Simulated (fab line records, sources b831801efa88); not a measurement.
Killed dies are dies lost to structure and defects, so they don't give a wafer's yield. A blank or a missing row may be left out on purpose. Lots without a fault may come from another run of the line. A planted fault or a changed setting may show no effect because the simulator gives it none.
A struck lot beside a sound one | flow sky130 | 19 steps out of a route of 708
Sound: wafers L385.1, L385.2, L385.5. Struck: wafers L377.1, L377.3, L377.5. The cause comes at the end.
At each step with rows: each side's tool, then ch and its chambers, then its first start. Under that, the readings that differ: sound wafers | struck wafers | difference of the means | sigmas: that difference in standard deviations of wafers without a fault.
alike: readings whose means differ by less than 2 such deviations, and words and numbers that are the same on both sides. not compared: withheld readings, readings that some wafer has no value for, bounds like >300 that may hide the same value, and numbers for which the record gives no deviation and whose values overlap.
The two part at a step that has a row with sigmas, a row that says differs or no value, or rows on one side only. Numbers that don't overlap but have no deviation are shown without sigmas and don't part them. A reading that every wafer of one side lacks parts them only if that side has two wafers or more.

first, 3 steps without rows for these wafers: SKY_SD_P_EXPOSE_04 (exposes mask PSDM, target cd 380 nm); SKY_SD_P_PEB_05; SKY_SD_P_DEVELOP_06 (develop time 60 s).
SKY_SD_P_CD_MEAS_07: target cd 380 nm.
  sound on cd_sem-01, day 29 23:01; struck on cd_sem-02, day 26 16:04
  alike: cd_nm
SKY_SD_P_OVL_MEAS_08:
  sound on overlay-01, day 29 23:08; struck on overlay-01, day 26 16:11
  alike: SD_P_OVL
then, 1 step without rows for these wafers: SKY_SD_P_IMPLANT_09.
SKY_SD_P_STRIP_10: strips in O2/N2.
  sound on plasma_asher-01 ch 0,1, day 29 23:20; struck on plasma_asher-01 ch 0,1, day 26 16:23
  alike: drypump_motor_current_A, oes_product_au, strip_time_to_endpoint_s
  not compared: rf_hours_counter_h
SKY_SD_P_TW_MEAS_11:
  sound on film_metro-02, day 29 23:26; struck on film_metro-01, day 26 16:29
  alike: SD_P_TW
then, 4 steps without rows for these wafers: SKY_RES_XHIGH_DEHYDRATE_00 (time 60 s); SKY_RES_XHIGH_HMDS_01 (prime time 60 s); SKY_RES_XHIGH_COAT_02 (resist thk 1140 nm); SKY_RES_XHIGH_SOFTBAKE_03 (time 60 s).
SKY_RES_XHIGH_EXPOSE_04: exposes mask URPM, target cd 1270 nm.
  sound on iline_stepper-02 ch 0, day 30 14:30; struck on iline_stepper-02 ch 0, day 27 07:07
  reading | sound                | struck               | difference | sigmas
  mask    | URPM#0 URPM#0 URPM#0 | NSDM#0 NSDM#0 NSDM#0 | differs    |
  alike: focus_offset_nm
then, 3 steps without rows for these wafers: SKY_RES_XHIGH_PEB_05; SKY_RES_XHIGH_DEVELOP_06 (develop time 62.03 s); SKY_RES_XHIGH_IMPLANT_07.
SKY_RES_XHIGH_STRIP_08: strips in O2/N2.
  sound on plasma_asher-03 ch 0,1, day 31 04:08; struck on plasma_asher-04 ch 0,1, day 27 21:11
  reading                      | sound             | struck            | difference | sigmas
  strip_time_to_endpoint_s (s) | 14.22 14.23 14.23 | 14.32 14.35 14.31 | +0.10      | +3
  alike: drypump_motor_current_A, oes_product_au
  not compared: rf_hours_counter_h
SKY_RES_XHIGH_TW_MEAS_09:
  sound on film_metro-02, day 31 04:14; struck on film_metro-01, day 27 21:31
  reading      | sound          | struck   | difference | sigmas
  RES_XHIGH_TW | 1651 1654 1643 | 30 30 30 | -1619      | -99 or more
  not compared: hold
SKY_PAD_OPEN_PROBE_99:
  the record has rows for the sound wafers here (prober-01, day 49 01:13) and none for the struck ones

WHERE THEY PART
First at SKY_RES_XHIGH_EXPOSE_04; last, within this record, at SKY_PAD_OPEN_PROBE_99.

WHY: what the simulator had put in
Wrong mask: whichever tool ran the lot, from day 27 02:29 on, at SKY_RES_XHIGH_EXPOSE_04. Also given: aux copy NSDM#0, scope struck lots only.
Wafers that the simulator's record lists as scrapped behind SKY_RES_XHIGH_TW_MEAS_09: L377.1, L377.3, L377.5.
